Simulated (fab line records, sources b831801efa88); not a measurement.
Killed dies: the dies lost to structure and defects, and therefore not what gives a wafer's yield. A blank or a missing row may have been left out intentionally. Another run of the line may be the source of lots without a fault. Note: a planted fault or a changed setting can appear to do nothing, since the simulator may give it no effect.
Check for tools in common || flow sky130 || Sampled: 14 lots, 42 wafers

== REASON FOR OPENING ==
2 of 14 lots carry a flag on the reading RES_XHIGH_TW at SKY_RES_XHIGH_TW_MEAS_09. Wafers without a fault read 1640, standard deviation 8.6.
Rule: a lot gets a flag if all its wafers with a number sit over 4 standard deviations from that mean, or if no wafer of it has a number. All remaining lots are regarded as sound.

{"lot": "L879", "measured": "day 26 22:44", "on": "film metro-03", "RES_XHIGH_TW, wafer by wafer": "1626 1645 1626", "flag": ""}
{"lot": "L881", "measured": "day 27 17:47", "on": "film metro-01", "RES_XHIGH_TW, wafer by wafer": "1651 1653 1648", "flag": ""}
{"lot": "L882", "measured": "day 29 02:04", "on": "film metro-02", "RES_XHIGH_TW, wafer by wafer": "1654 1641 1640", "flag": ""}
{"lot": "L883", "measured": "day 29 02:26", "on": "film metro-02", "RES_XHIGH_TW, wafer by wafer": "1637 1643 1643", "flag": ""}
{"lot": "L885", "measured": "day 29 02:40", "on": "film metro-02", "RES_XHIGH_TW, wafer by wafer": "1637 1635 1645", "flag": ""}
{"lot": "L884", "measured": "day 29 06:07", "on": "film metro-01", "RES_XHIGH_TW, wafer by wafer": "1639 1650 1638", "flag": ""}
{"lot": "L889", "measured": "day 30 12:35", "on": "film metro-02", "RES_XHIGH_TW, wafer by wafer": "1656 1637 1636", "flag": ""}
{"lot": "L890", "measured": "day 30 22:34", "on": "film metro-03", "RES_XHIGH_TW, wafer by wafer": "1910 1908 1911", "flag": "FLAGGED"}
{"lot": "L891", "measured": "day 31 10:32", "on": "film metro-01", "RES_XHIGH_TW, wafer by wafer": "1919 1924 1917", "flag": "FLAGGED"}
{"lot": "L894", "measured": "day 32 04:58", "on": "film metro-01", "RES_XHIGH_TW, wafer by wafer": "1646 1651 1648", "flag": ""}
{"lot": "L895", "measured": "day 32 07:26", "on": "film metro-02", "RES_XHIGH_TW, wafer by wafer": "1633 1632 1645", "flag": ""}
{"lot": "L899", "measured": "day 33 17:25", "on": "film metro-03", "RES_XHIGH_TW, wafer by wafer": "1631 1625 1633", "flag": ""}
{"lot": "L900", "measured": "day 33 22:43", "on": "film metro-03", "RES_XHIGH_TW, wafer by wafer": "1632 1634 1633", "flag": ""}
{"lot": "L901", "measured": "day 34 06:48", "on": "film metro-02", "RES_XHIGH_TW, wafer by wafer": "1632 1633 1628", "flag": ""}
The numbers of the flagged lots are 1915 on average: +275 against the usual, or +32 standard deviations.

== TOOL THAT RAN EACH LOT ==
The record holds 1 process step before the reading, out of a route of 708 steps. Cell contents, in order: the tool; ch with the chambers the sampled wafers went through; the start.
{"lot": "L879", "flag": "", "SKY_LDD_LDN_COAT_02": "litho track-02 ch 0, day 22 12:19"}
{"lot": "L881", "flag": "", "SKY_LDD_LDN_COAT_02": "litho track-02 ch 0, day 23 08:17"}
{"lot": "L882", "flag": "", "SKY_LDD_LDN_COAT_02": "litho track-04 ch 0, day 24 19:11"}
{"lot": "L883", "flag": "", "SKY_LDD_LDN_COAT_02": "litho track-04 ch 0, day 24 19:49"}
{"lot": "L885", "flag": "", "SKY_LDD_LDN_COAT_02": "litho track-02 ch 0, day 24 19:44"}
{"lot": "L884", "flag": "", "SKY_LDD_LDN_COAT_02": "litho track-01 ch 0, day 24 21:13"}
{"lot": "L889", "flag": "", "SKY_LDD_LDN_COAT_02": "litho track-01 ch 0, day 26 06:16"}
{"lot": "L890", "flag": "FLAGGED", "SKY_LDD_LDN_COAT_02": "litho track-01, day 26 16:43"}
{"lot": "L891", "flag": "FLAGGED", "SKY_LDD_LDN_COAT_02": "litho track-04, day 27 04:13"}
{"lot": "L894", "flag": "", "SKY_LDD_LDN_COAT_02": "litho track-02 ch 0, day 27 22:53"}
{"lot": "L895", "flag": "", "SKY_LDD_LDN_COAT_02": "litho track-02 ch 0, day 28 03:32"}
{"lot": "L899", "flag": "", "SKY_LDD_LDN_COAT_02": "litho track-04 ch 0, day 29 11:49"}
{"lot": "L900", "flag": "", "SKY_LDD_LDN_COAT_02": "litho track-01 ch 0, day 29 17:04"}
{"lot": "L901", "flag": "", "SKY_LDD_LDN_COAT_02": "litho track-02 ch 0, day 30 04:11"}
These steps, and what they do:
- SKY_LDD_LDN_COAT_02: resist thk 1140 nm.
- SKY_RES_XHIGH_TW_MEAS_09

== FLAGGED OVER TOTAL, TOOL BY TOOL (the gauges that took the reading come last) ==
{"step": "SKY_LDD_LDN_COAT_02", "tool": "litho track-01", "lots run": 4, "flagged": 1, "share of the flagged lots": "some", "sound lots run after its first flagged lot": "1 (L900)"}
{"step": "SKY_LDD_LDN_COAT_02", "tool": "litho track-02", "lots run": 6, "flagged": 0, "share of the flagged lots": "none", "sound lots run after its first flagged lot": "-"}
{"step": "SKY_LDD_LDN_COAT_02", "tool": "litho track-04", "lots run": 4, "flagged": 1, "share of the flagged lots": "some", "sound lots run after its first flagged lot": "1 (L899)"}
{"step": "SKY_RES_XHIGH_TW_MEAS_09", "tool": "film metro-01", "lots run": 4, "flagged": 1, "share of the flagged lots": "some", "sound lots run after its first flagged lot": "1 (L894)"}
{"step": "SKY_RES_XHIGH_TW_MEAS_09", "tool": "film metro-02", "lots run": 6, "flagged": 0, "share of the flagged lots": "none", "sound lots run after its first flagged lot": "-"}
{"step": "SKY_RES_XHIGH_TW_MEAS_09", "tool": "film metro-03", "lots run": 4, "flagged": 1, "share of the flagged lots": "some", "sound lots run after its first flagged lot": "2 (L899,L900)"}

== WHAT THE TABLE PERMITS ==
No row of the table ran every flagged lot.

== WHAT THE SIMULATOR HAD PUT IN ==
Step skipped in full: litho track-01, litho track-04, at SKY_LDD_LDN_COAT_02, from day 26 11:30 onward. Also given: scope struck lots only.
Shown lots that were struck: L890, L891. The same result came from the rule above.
